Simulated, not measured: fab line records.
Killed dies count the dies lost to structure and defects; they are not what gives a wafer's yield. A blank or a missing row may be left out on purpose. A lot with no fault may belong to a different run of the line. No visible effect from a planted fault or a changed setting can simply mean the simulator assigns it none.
Matching of chambers + flow sky130 + SKY_CAP2M_CVD_00 on pecvd-03: 3 sister chambers
The step deposits SiO2, target thk 15.5 nm. 20 wafers are shown with their chamber, then 10 later ones without.

## WAFERS PAIRED WITH THEIR CHAMBERS
| wafer  | chamber | heaterPowerW (W) | susceptorTempC (C) |
|--------|---------|------------------|--------------------|
| L075.2 | 1       | 861              | 400.01             |
| L075.3 | 2       | 627              | 400.42             |
| L075.6 | 0       | 654              | 399.46             |
| L078.1 | 2       | 611              | 399.57             |
| L078.4 | 0       | 619              | 399.79             |
| L078.6 | 2       | 630              | 399.18             |
| L081.2 | 2       | 537              | 400.04             |
| L081.3 | 0       | 723              | 400.08             |
| L081.5 | 0       | 729              | 400.34             |
| L082.2 | 0       | 640              | 400.02             |
| L082.5 | 2       | 592              | 399.71             |
| L082.6 | 0       | 646              | 400.07             |
| L084.4 | 0       | 668              | 400.20             |
| L084.5 | 1       | 854              | 399.55             |
| L084.6 | 2       | 650              | 400.15             |
| L087.2 | 0       | 703              | 400.15             |
| L087.3 | 1       | 867              | 400.09             |
| L087.4 | 2       | 559              | 399.93             |
| L089.3 | 1       | 832              | 399.79             |
| L089.4 | 1       | 834              | 400.10             |

SIGNATURES, as means of the wafers listed above
| reading        | chamber 0 | chamber 1 | chamber 2 | scatter within a chamber |
|----------------|-----------|-----------|-----------|--------------------------|
| heaterPowerW   | 672.75    | 849.60    | 600.86    | 36.5                     |
| susceptorTempC | 400.0137  | 399.9080  | 399.8571  | 0.321                    |
Rule: a wafer lies at a distance from a chamber equal to the root of the sum of squares, over the readings, of (its reading less the chamber's mean, divided by the reading's scatter). If the next closest chamber is less than 2 further off than the closest, the wafer can't be placed; otherwise it belongs to the closest. How the scatter is found: for the shown wafers, subtract from each reading the mean of its chamber, square and add these, divide the total by (wafers less chambers), then take the root.

## WAFERS WITHOUT THEIR CHAMBER
| wafer  | heaterPowerW (W) | susceptorTempC (C) |
|--------|------------------|--------------------|
| L089.5 | 659              | 400.21             |
| L091.1 | 731              | 400.08             |
| L091.3 | 632              | 399.88             |
| L091.6 | 746              | 399.96             |
| L094.2 | 704              | 399.92             |
| L094.3 | 609              | 399.88             |
| L094.5 | 609              | 399.78             |
| L095.1 | 583              | 400.04             |
| L095.3 | 822              | 400.10             |
| L095.6 | 595              | 400.14             |

## WHICH CHAMBER EACH ONE RAN IN
| wafer  | from the rows above          | in truth |
|--------|------------------------------|----------|
| L089.5 | can't be placed: 0 or 2      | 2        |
| L091.1 | can't be placed: 0 or 1      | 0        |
| L091.3 | can't be placed: 2 or 0      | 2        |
| L091.6 | can't be placed: 0 or 1 or 2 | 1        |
| L094.2 | can't be placed: 0 or 2      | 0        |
| L094.3 | can't be placed: 2 or 0      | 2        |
| L094.5 | can't be placed: 2 or 0      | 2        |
| L095.1 | can't be placed: 2 or 0      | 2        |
| L095.3 | 1                            | 1        |
| L095.6 | can't be placed: 2 or 0      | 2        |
Placed correctly: 1 of 10. From these rows, 9 cannot be placed; in 9 the true chamber is one of the candidates. Wrongly placed: 0.
